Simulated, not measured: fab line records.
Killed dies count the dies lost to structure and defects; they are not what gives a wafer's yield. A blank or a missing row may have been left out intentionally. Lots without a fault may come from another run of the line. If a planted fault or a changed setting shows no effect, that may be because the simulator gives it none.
fab line records / flow sky130 / part 2 of 2: steps 25 to 38 of 38
[record] lots = 5 wafers = 15 last_day = 51
route steps=708 shown FIELD_ISO@12 NWELL@32 DNWELL@35 PWDE@45
lots with no fault: from the same line, run without faults
start_h: hours from the record's opening day to when the first of the lot's shown wafers began / wait_h: time in hours since the lot's previous step / " repeats the value in the row above / L1.1+2: several wafers, shown together as one row / - no value, or no start given / * or withheld: withheld / < > ~ a bound
route shown NAME@n: names a module that has steps shown in the file, with the first one's number in the route / usual: mean and standard deviation over wafers with no fault / same: alike in all rows / chamber/n: place in a boat / sites: the reading at each site / _std_site: standard deviation across them / _edge_site: inner sites' mean taken away from outer sites' mean / radius_mm: for every site, how far away it sits from the centre of the wafer / mask NAME#n: copy n / behind: tool/chamber where the wafer was last shaped / hold: why the lot went on hold/how many hours it stayed there/how the hold came to an end / device: the n, p or np transistor that did not switch / end of line: at the end of the route, the tests of the same wafers / for a step that has no rows: nothing shown but its recipe / killed: the dies lost at the first sort to structure and to defects; this is not the yield of the wafer / map: shows each die of a wafer: x if killed, . if not, _ if none is there
set.NAME: the setting that was run; set.NAME@STEP: the one run at that earlier step / model.NAME: the simulator's own value behind a step, which no gauge read
certain route steps with their lots: each step a table, each wafer a row
services: when a tool's chamber went out of use (start_h, in hours from the record's first day, below 0 if earlier), for how many hours, and the reason
[[steps]]
[step SKY_DNWELL_HMDS_01]
[recipe] prime_time_s = 60 prime_temp_c = 120
[usual] prime_temp_c = 120.00/0.14
lot.wafer=L074.1 tool=litho_track-02 chamber=0 start_h=46.06 wait_h=0.1 prime_temp_c=119.98
lot.wafer=L074.3 tool=litho_track-02 chamber=0 start_h=46.06 wait_h=0.1 prime_temp_c=120.02
lot.wafer=L074.4 tool=litho_track-02 chamber=0 start_h=46.06 wait_h=0.1 prime_temp_c=120.18
lot.wafer=L082.4 tool=litho_track-04 chamber=0 start_h=87.65 wait_h=0.1 prime_temp_c=119.97
lot.wafer=L082.5 tool=litho_track-04 chamber=0 start_h=87.65 wait_h=0.1 prime_temp_c=120.03
lot.wafer=L082.6 tool=litho_track-04 chamber=0 start_h=87.65 wait_h=0.1 prime_temp_c=120.05
lot.wafer=L089.3 tool=litho_track-02 chamber=0 start_h=128.21 wait_h=0.1 prime_temp_c=119.82
lot.wafer=L089.5 tool=litho_track-02 chamber=0 start_h=128.21 wait_h=0.1 prime_temp_c=120.12
lot.wafer=L089.6 tool=litho_track-02 chamber=0 start_h=128.21 wait_h=0.1 prime_temp_c=120.08
lot.wafer=L093.1 tool=litho_track-02 chamber=0 start_h=146.96 wait_h=0.1 prime_temp_c=119.77
lot.wafer=L093.4 tool=litho_track-02 chamber=0 start_h=146.96 wait_h=0.1 prime_temp_c=119.99
lot.wafer=L093.5 tool=litho_track-02 chamber=0 start_h=146.96 wait_h=0.1 prime_temp_c=119.87
lot.wafer=L095.1 tool=litho_track-02 chamber=0 start_h=159.96 wait_h=0.1 prime_temp_c=119.91
lot.wafer=L095.4 tool=litho_track-02 chamber=0 start_h=159.96 wait_h=0.1 prime_temp_c=119.93
lot.wafer=L095.5 tool=litho_track-02 chamber=0 start_h=159.96 wait_h=0.1 prime_temp_c=120.21
[step SKY_DNWELL_COAT_02]
[recipe] spin_rpm = 2000 resist_thk_nm = 3000
lot.wafer=L074.1+3+4 tool=litho_track-02 chamber=0 start_h=46.21 wait_h=0.1
lot.wafer=L082.4+5+6 tool=litho_track-04 chamber=0 start_h=87.80 wait_h=0.1
lot.wafer=L089.3+5+6 tool=litho_track-02 chamber=0 start_h=128.36 wait_h=0.1
lot.wafer=L093.1+4+5 tool=litho_track-02 chamber=0 start_h=147.11 wait_h=0.1
lot.wafer=L095.1+4+5 tool=litho_track-02 chamber=0 start_h=160.11 wait_h=0.1
[step SKY_DNWELL_SOFTBAKE_03]
[recipe] temp_c = 110 time_s = withheld
lot.wafer=L074.1+3+4 tool=litho_track-02 chamber=0 start_h=46.36 wait_h=0.1
lot.wafer=L082.4+5+6 tool=litho_track-04 chamber=0 start_h=87.97 wait_h=0.1
lot.wafer=L089.3+5+6 tool=litho_track-02 chamber=0 start_h=128.52 wait_h=0.1
lot.wafer=L093.1+4+5 tool=litho_track-02 chamber=0 start_h=147.26 wait_h=0.1
lot.wafer=L095.1+4+5 tool=litho_track-02 chamber=0 start_h=160.26 wait_h=0.1
[step SKY_DNWELL_EXPOSE_04]
[recipe] mask_id = DNM na = 0.57 target_cd_nm = 3000 dose_mj = 222
[usual] focus_offset_nm = 0.0/0.52
lot.wafer=L074.1 tool=iline_stepper-02 chamber=0 start_h=- wait_h=- mask=DNM#0 focus_offset_nm=-0.2
lot.wafer=L074.3 tool=iline_stepper-02 chamber=0 start_h=- wait_h=- mask=DNM#0 focus_offset_nm=-0.4
lot.wafer=L074.4 tool=iline_stepper-02 chamber=0 start_h=- wait_h=- mask=DNM#0 focus_offset_nm=-0.8
lot.wafer=L082.4 tool=iline_stepper-02 chamber=0 start_h=- wait_h=- mask=DNM#0 focus_offset_nm=-0.1
lot.wafer=L082.5 tool=iline_stepper-02 chamber=0 start_h=- wait_h=- mask=DNM#0 focus_offset_nm=0.0
lot.wafer=L082.6 tool=iline_stepper-02 chamber=0 start_h=- wait_h=- mask=DNM#0 focus_offset_nm=-0.2
lot.wafer=L089.3 tool=iline_stepper-02 chamber=0 start_h=- wait_h=- mask=DNM#0 focus_offset_nm=0.6
lot.wafer=L089.5 tool=iline_stepper-02 chamber=0 start_h=- wait_h=- mask=DNM#0 focus_offset_nm=0.1
lot.wafer=L089.6 tool=iline_stepper-02 chamber=0 start_h=- wait_h=- mask=DNM#0 focus_offset_nm=-0.1
lot.wafer=L093.1 tool=iline_stepper-02 chamber=0 start_h=- wait_h=- mask=DNM#0 focus_offset_nm=0.5
lot.wafer=L093.4 tool=iline_stepper-02 chamber=0 start_h=- wait_h=- mask=DNM#0 focus_offset_nm=-0.6
lot.wafer=L093.5 tool=iline_stepper-02 chamber=0 start_h=- wait_h=- mask=DNM#0 focus_offset_nm=-0.3
lot.wafer=L095.1 tool=iline_stepper-01 chamber=0 start_h=- wait_h=- mask=DNM#0 focus_offset_nm=-0.4
lot.wafer=L095.4 tool=iline_stepper-01 chamber=0 start_h=- wait_h=- mask=DNM#0 focus_offset_nm=0.8
lot.wafer=L095.5 tool=iline_stepper-01 chamber=0 start_h=- wait_h=- mask=DNM#0 focus_offset_nm=0.5
[step SKY_DNWELL_PEB_05]
[recipe] temp_c = 115 time_s = withheld
lot.wafer=L074.1+3+4 tool=litho_track-02 chamber=0 start_h=- wait_h=-
lot.wafer=L082.4+5+6 tool=litho_track-03 chamber=0 start_h=- wait_h=-
lot.wafer=L089.3+5+6 tool=litho_track-04 chamber=0 start_h=- wait_h=-
lot.wafer=L093.1+4+5 tool=litho_track-02 chamber=0 start_h=- wait_h=-
lot.wafer=L095.1+4+5 tool=litho_track-04 chamber=0 start_h=- wait_h=-
[step SKY_DNWELL_DEVELOP_06]
[recipe] wall_angle_deg = 90 developer = TMAH develop_time_s = 60 dev_temp_c = 23
lot.wafer=L074.1+3+4 tool=litho_track-02 chamber=0 start_h=- wait_h=-
lot.wafer=L082.4+5+6 tool=litho_track-03 chamber=0 start_h=- wait_h=-
lot.wafer=L089.3+5+6 tool=litho_track-04 chamber=0 start_h=- wait_h=-
lot.wafer=L093.1+4+5 tool=litho_track-02 chamber=0 start_h=- wait_h=-
lot.wafer=L095.1+4+5 tool=litho_track-04 chamber=0 start_h=- wait_h=-
[step SKY_DNWELL_IMPLANT_07]
[recipe] species = P energy_kev = withheld dose_cm2 = withheld tilt_deg = withheld
lot.wafer=L074.1+3+4 tool=implanter-04 chamber=0 start_h=54.36 wait_h=-
lot.wafer=L082.4+5+6 tool=implanter-01 chamber=0 start_h=97.07 wait_h=-
lot.wafer=L089.3+5+6 tool=implanter-01 chamber=0 start_h=138.77 wait_h=-
lot.wafer=L093.1+4+5 tool=implanter-04 chamber=0 start_h=157.31 wait_h=-
lot.wafer=L095.1+4+5 tool=implanter-03 chamber=0 start_h=170.97 wait_h=-
[step SKY_DNWELL_STRIP_08]
[recipe] chemistry = O2/N2 power_w = 1400 pressure_mtorr = 1500 platen_temp_c = withheld o2_flow_sccm = 3000 n2_flow_sccm = 300 overash_fraction = 0.5
[usual] drypump_motor_current_A = 5.6/0.39 o2_flow_sccm = 2999/8.6 oes_product_au = 0.723/0.0045 strip_time_to_endpoint_s = 36.92/0.12
lot.wafer=L074.1 tool=plasma_asher-02 chamber=1 start_h=54.51 wait_h=0.1 drypump_motor_current_A=6.1 o2_flow_sccm=3013 oes_product_au=0.717 rf_hours_counter_h=32 strip_time_to_endpoint_s=36.93
lot.wafer=L074.3 tool=plasma_asher-02 chamber=0 start_h=54.51 wait_h=0.1 drypump_motor_current_A=6.0 o2_flow_sccm=3006 oes_product_au=0.720 rf_hours_counter_h=- strip_time_to_endpoint_s=36.82
lot.wafer=L074.4 tool=plasma_asher-02 chamber=1 start_h=54.51 wait_h=0.1 drypump_motor_current_A=6.1 o2_flow_sccm=2990 oes_product_au=0.724 rf_hours_counter_h=- strip_time_to_endpoint_s=36.89
lot.wafer=L082.4 tool=plasma_asher-03 chamber=1 start_h=97.17 wait_h=0.1 drypump_motor_current_A=5.2 o2_flow_sccm=2995 oes_product_au=0.717 rf_hours_counter_h=- strip_time_to_endpoint_s=37.02
lot.wafer=L082.5 tool=plasma_asher-03 chamber=0 start_h=97.17 wait_h=0.1 drypump_motor_current_A=5.4 o2_flow_sccm=2996 oes_product_au=0.734 rf_hours_counter_h=- strip_time_to_endpoint_s=37.07
lot.wafer=L082.6 tool=plasma_asher-03 chamber=1 start_h=97.17 wait_h=0.1 drypump_motor_current_A=5.2 o2_flow_sccm=2989 oes_product_au=0.725 rf_hours_counter_h=- strip_time_to_endpoint_s=37.00
lot.wafer=L089.3 tool=plasma_asher-03 chamber=0 start_h=138.90 wait_h=0.1 drypump_motor_current_A=5.4 o2_flow_sccm=2993 oes_product_au=0.722 rf_hours_counter_h=- strip_time_to_endpoint_s=36.79
lot.wafer=L089.5 tool=plasma_asher-03 chamber=1 start_h=138.90 wait_h=0.1 drypump_motor_current_A=5.2 o2_flow_sccm=3004 oes_product_au=0.721 rf_hours_counter_h=- strip_time_to_endpoint_s=36.89
lot.wafer=L089.6 tool=plasma_asher-03 chamber=0 start_h=138.90 wait_h=0.1 drypump_motor_current_A=5.4 o2_flow_sccm=3002 oes_product_au=0.716 rf_hours_counter_h=- strip_time_to_endpoint_s=36.81
lot.wafer=L093.1 tool=plasma_asher-02 chamber=1 start_h=157.46 wait_h=0.1 drypump_motor_current_A=6.1 o2_flow_sccm=2998 oes_product_au=0.723 rf_hours_counter_h=4 strip_time_to_endpoint_s=36.97
lot.wafer=L093.4 tool=plasma_asher-02 chamber=1 start_h=157.46 wait_h=0.1 drypump_motor_current_A=6.1 o2_flow_sccm=3008 oes_product_au=0.723 rf_hours_counter_h=- strip_time_to_endpoint_s=36.90
lot.wafer=L093.5 tool=plasma_asher-02 chamber=0 start_h=157.46 wait_h=0.1 drypump_motor_current_A=6.0 o2_flow_sccm=2995 oes_product_au=0.720 rf_hours_counter_h=- strip_time_to_endpoint_s=36.89
lot.wafer=L095.1 tool=plasma_asher-03 chamber=1 start_h=171.12 wait_h=0.1 drypump_motor_current_A=5.2 o2_flow_sccm=2986 oes_product_au=0.723 rf_hours_counter_h=48 strip_time_to_endpoint_s=36.82
lot.wafer=L095.4 tool=plasma_asher-03 chamber=0 start_h=171.12 wait_h=0.1 drypump_motor_current_A=5.4 o2_flow_sccm=3017 oes_product_au=0.729 rf_hours_counter_h=- strip_time_to_endpoint_s=36.73
lot.wafer=L095.5 tool=plasma_asher-03 chamber=1 start_h=171.12 wait_h=0.1 drypump_motor_current_A=5.2 o2_flow_sccm=3004 oes_product_au=0.730 rf_hours_counter_h=- strip_time_to_endpoint_s=36.86
[step SKY_DNWELL_TW_MEAS_09]
[usual] DNWELL_TW = 1113/9.9
lot.wafer=L074.1 tool=film_metro-02 chamber=- start_h=54.61 wait_h=0.1 DNWELL_TW=1125
lot.wafer=L074.3 tool=film_metro-02 chamber=- start_h=54.61 wait_h=0.1 DNWELL_TW=1128
lot.wafer=L074.4 tool=film_metro-02 chamber=- start_h=54.61 wait_h=0.1 DNWELL_TW=1133
lot.wafer=L082.4 tool=film_metro-01 chamber=- start_h=97.27 wait_h=0.1 DNWELL_TW=1102
lot.wafer=L082.5 tool=film_metro-01 chamber=- start_h=97.27 wait_h=0.1 DNWELL_TW=1106
lot.wafer=L082.6 tool=film_metro-01 chamber=- start_h=97.27 wait_h=0.1 DNWELL_TW=1103
lot.wafer=L089.3 tool=film_metro-01 chamber=- start_h=138.99 wait_h=0.1 DNWELL_TW=1104
lot.wafer=L089.5 tool=film_metro-01 chamber=- start_h=138.99 wait_h=0.1 DNWELL_TW=1105
lot.wafer=L089.6 tool=film_metro-01 chamber=- start_h=138.99 wait_h=0.1 DNWELL_TW=1102
lot.wafer=L093.1 tool=film_metro-01 chamber=- start_h=157.56 wait_h=0.1 DNWELL_TW=1109
lot.wafer=L093.4 tool=film_metro-01 chamber=- start_h=157.56 wait_h=0.1 DNWELL_TW=1106
lot.wafer=L093.5 tool=film_metro-01 chamber=- start_h=157.56 wait_h=0.1 DNWELL_TW=1111
lot.wafer=L095.1 tool=film_metro-01 chamber=- start_h=171.22 wait_h=0.1 DNWELL_TW=1100
lot.wafer=L095.4 tool=film_metro-01 chamber=- start_h=171.22 wait_h=0.1 DNWELL_TW=1102
lot.wafer=L095.5 tool=film_metro-01 chamber=- start_h=171.22 wait_h=0.1 DNWELL_TW=1101
[step SKY_PWDE_DEHYDRATE_00]
[recipe] temp_c = 200 time_s = 60
lot.wafer=L074.1+3+4 tool=litho_track-04 chamber=0 start_h=62.12 wait_h=7.5
lot.wafer=L082.4+5+6 tool=litho_track-01 chamber=0 start_h=105.79 wait_h=8.5
lot.wafer=L089.3+5+6 tool=litho_track-04 chamber=0 start_h=147.97 wait_h=9.0
lot.wafer=L093.1+4+5 tool=litho_track-01 chamber=0 start_h=167.26 wait_h=9.7
lot.wafer=L095.1+4+5 tool=litho_track-02 chamber=0 start_h=181.01 wait_h=9.8
[step SKY_PWDE_HMDS_01]
[recipe] prime_time_s = 60 prime_temp_c = 120
[usual] prime_temp_c = 120.01/0.14
lot.wafer=L074.1 tool=litho_track-04 chamber=0 start_h=62.27 wait_h=0.1 prime_temp_c=119.97
lot.wafer=L074.3 tool=litho_track-04 chamber=0 start_h=62.27 wait_h=0.1 prime_temp_c=120.15
lot.wafer=L074.4 tool=litho_track-04 chamber=0 start_h=62.27 wait_h=0.1 prime_temp_c=120.04
lot.wafer=L082.4 tool=litho_track-01 chamber=0 start_h=105.94 wait_h=0.1 prime_temp_c=120.31
lot.wafer=L082.5 tool=litho_track-01 chamber=0 start_h=105.94 wait_h=0.1 prime_temp_c=120.19
lot.wafer=L082.6 tool=litho_track-01 chamber=0 start_h=105.94 wait_h=0.1 prime_temp_c=120.15
lot.wafer=L089.3 tool=litho_track-04 chamber=0 start_h=148.12 wait_h=0.1 prime_temp_c=120.13
lot.wafer=L089.5 tool=litho_track-04 chamber=0 start_h=148.12 wait_h=0.1 prime_temp_c=120.14
lot.wafer=L089.6 tool=litho_track-04 chamber=0 start_h=148.12 wait_h=0.1 prime_temp_c=120.36
lot.wafer=L093.1 tool=litho_track-01 chamber=0 start_h=167.41 wait_h=0.1 prime_temp_c=119.97
lot.wafer=L093.4 tool=litho_track-01 chamber=0 start_h=167.41 wait_h=0.1 prime_temp_c=120.05
lot.wafer=L093.5 tool=litho_track-01 chamber=0 start_h=167.41 wait_h=0.1 prime_temp_c=120.20
lot.wafer=L095.1 tool=litho_track-02 chamber=0 start_h=181.16 wait_h=0.1 prime_temp_c=119.84
lot.wafer=L095.4 tool=litho_track-02 chamber=0 start_h=181.16 wait_h=0.1 prime_temp_c=120.15
lot.wafer=L095.5 tool=litho_track-02 chamber=0 start_h=181.16 wait_h=0.1 prime_temp_c=120.12
[step SKY_PWDE_COAT_02]
[recipe] spin_rpm = 2000 resist_thk_nm = 3000
lot.wafer=L074.1+3+4 tool=litho_track-04 chamber=0 start_h=62.42 wait_h=0.1
lot.wafer=L082.4+5+6 tool=litho_track-01 chamber=0 start_h=106.09 wait_h=0.1
lot.wafer=L089.3+5+6 tool=litho_track-04 chamber=0 start_h=148.27 wait_h=0.1
lot.wafer=L093.1+4+5 tool=litho_track-01 chamber=0 start_h=167.56 wait_h=0.1
lot.wafer=L095.1+4+5 tool=litho_track-02 chamber=0 start_h=181.31 wait_h=0.1
[step SKY_PWDE_SOFTBAKE_03]
[recipe] temp_c = 110 time_s = withheld
lot.wafer=L074.1+3+4 tool=litho_track-04 chamber=0 start_h=62.57 wait_h=0.1
lot.wafer=L082.4+5+6 tool=litho_track-01 chamber=0 start_h=106.26 wait_h=0.1
lot.wafer=L089.3+5+6 tool=litho_track-04 chamber=0 start_h=148.44 wait_h=0.1
lot.wafer=L093.1+4+5 tool=litho_track-01 chamber=0 start_h=167.71 wait_h=0.1
lot.wafer=L095.1+4+5 tool=litho_track-02 chamber=0 start_h=181.46 wait_h=0.1
[step SKY_PWDE_EXPOSE_04]
[recipe] mask_id = PWDEM na = 0.6 source_shape = conventional sigma_outer = 0.6 polarization = unpolarized target_cd_nm = 840 dose_mj = 214
[usual] focus_offset_nm = 0.0/0.49
lot.wafer=L074.1 tool=iline_stepper-01 chamber=0 start_h=- wait_h=- mask=PWDEM#0 focus_offset_nm=0.5
lot.wafer=L074.3 tool=iline_stepper-01 chamber=0 start_h=- wait_h=- mask=PWDEM#0 focus_offset_nm=0.1
lot.wafer=L074.4 tool=iline_stepper-01 chamber=0 start_h=- wait_h=- mask=PWDEM#0 focus_offset_nm=0.3
lot.wafer=L082.4 tool=iline_stepper-01 chamber=0 start_h=- wait_h=- mask=PWDEM#0 focus_offset_nm=-0.3
lot.wafer=L082.5 tool=iline_stepper-01 chamber=0 start_h=- wait_h=- mask=PWDEM#0 focus_offset_nm=-1.2
lot.wafer=L082.6 tool=iline_stepper-01 chamber=0 start_h=- wait_h=- mask=PWDEM#0 focus_offset_nm=0.1
lot.wafer=L089.3 tool=iline_stepper-02 chamber=0 start_h=- wait_h=- mask=PWDEM#0 focus_offset_nm=0.1
lot.wafer=L089.5 tool=iline_stepper-02 chamber=0 start_h=- wait_h=- mask=PWDEM#0 focus_offset_nm=0.0
lot.wafer=L089.6 tool=iline_stepper-02 chamber=0 start_h=- wait_h=- mask=PWDEM#0 focus_offset_nm=-0.4
lot.wafer=L093.1 tool=iline_stepper-01 chamber=0 start_h=- wait_h=- mask=PWDEM#0 focus_offset_nm=-0.2
lot.wafer=L093.4 tool=iline_stepper-01 chamber=0 start_h=- wait_h=- mask=PWDEM#0 focus_offset_nm=-0.6
lot.wafer=L093.5 tool=iline_stepper-01 chamber=0 start_h=- wait_h=- mask=PWDEM#0 focus_offset_nm=-0.2
lot.wafer=L095.1 tool=iline_stepper-01 chamber=0 start_h=- wait_h=- mask=PWDEM#0 focus_offset_nm=0.2
lot.wafer=L095.4 tool=iline_stepper-01 chamber=0 start_h=- wait_h=- mask=PWDEM#0 focus_offset_nm=0.3
lot.wafer=L095.5 tool=iline_stepper-01 chamber=0 start_h=- wait_h=- mask=PWDEM#0 focus_offset_nm=0.1
[[services]]
tool=wet_bench-01 chamber=- start_h=28.15 hours=1.5 kind=repair
tool=rie_diel-02 chamber=0 start_h=29.56 hours=8.8 kind=repair
tool=rie_diel-03 chamber=2 start_h=44.60 hours=6.8 kind=repair
tool=plasma_asher-03 chamber=- start_h=53.70 hours=0.5 kind=repair
tool=rie_si-02 chamber=1 start_h=56.71 hours=8.4 kind=repair
tool=hdpcvd-02 chamber=- start_h=64.19 hours=2.8 kind=pm
tool=furnace-01 chamber=- start_h=66.12 hours=5.0 kind=pm
tool=hdpcvd-02 chamber=- start_h=69.04 hours=0.6 kind=repair
tool=plasma_asher-03 chamber=- start_h=71.95 hours=1.6 kind=repair
tool=rie_diel-03 chamber=3 start_h=73.64 hours=7.1 kind=repair
tool=furnace-01 chamber=- start_h=80.28 hours=3.5 kind=pm
tool=hdpcvd-02 chamber=1 start_h=87.52 hours=1.7 kind=repair
tool=hdpcvd-02 chamber=- start_h=93.45 hours=14.6 kind=pm
tool=rie_diel-03 chamber=- start_h=102.97 hours=15.6 kind=pm
tool=rie_si-02 chamber=0 start_h=103.22 hours=17.5 kind=repair
tool=hdpcvd-02 chamber=2 start_h=110.99 hours=14.8 kind=repair
tool=rie_si-02 chamber=3 start_h=116.67 hours=3.8 kind=repair
tool=rie_diel-03 chamber=- start_h=122.10 hours=0.5 kind=repair
tool=iline_stepper-02 chamber=- start_h=123.12 hours=4.4 kind=pm
tool=wet_bench-03 chamber=- start_h=133.97 hours=48.0 kind=repair
tool=furnace-02 chamber=- start_h=139.88 hours=3.9 kind=pm
tool=rie_diel-03 chamber=1 start_h=146.08 hours=76.0 kind=repair
tool=iline_stepper-02 chamber=- start_h=166.48 hours=1.7 kind=pm
tool=rie_diel-02 chamber=0 start_h=178.16 hours=3.5 kind=repair
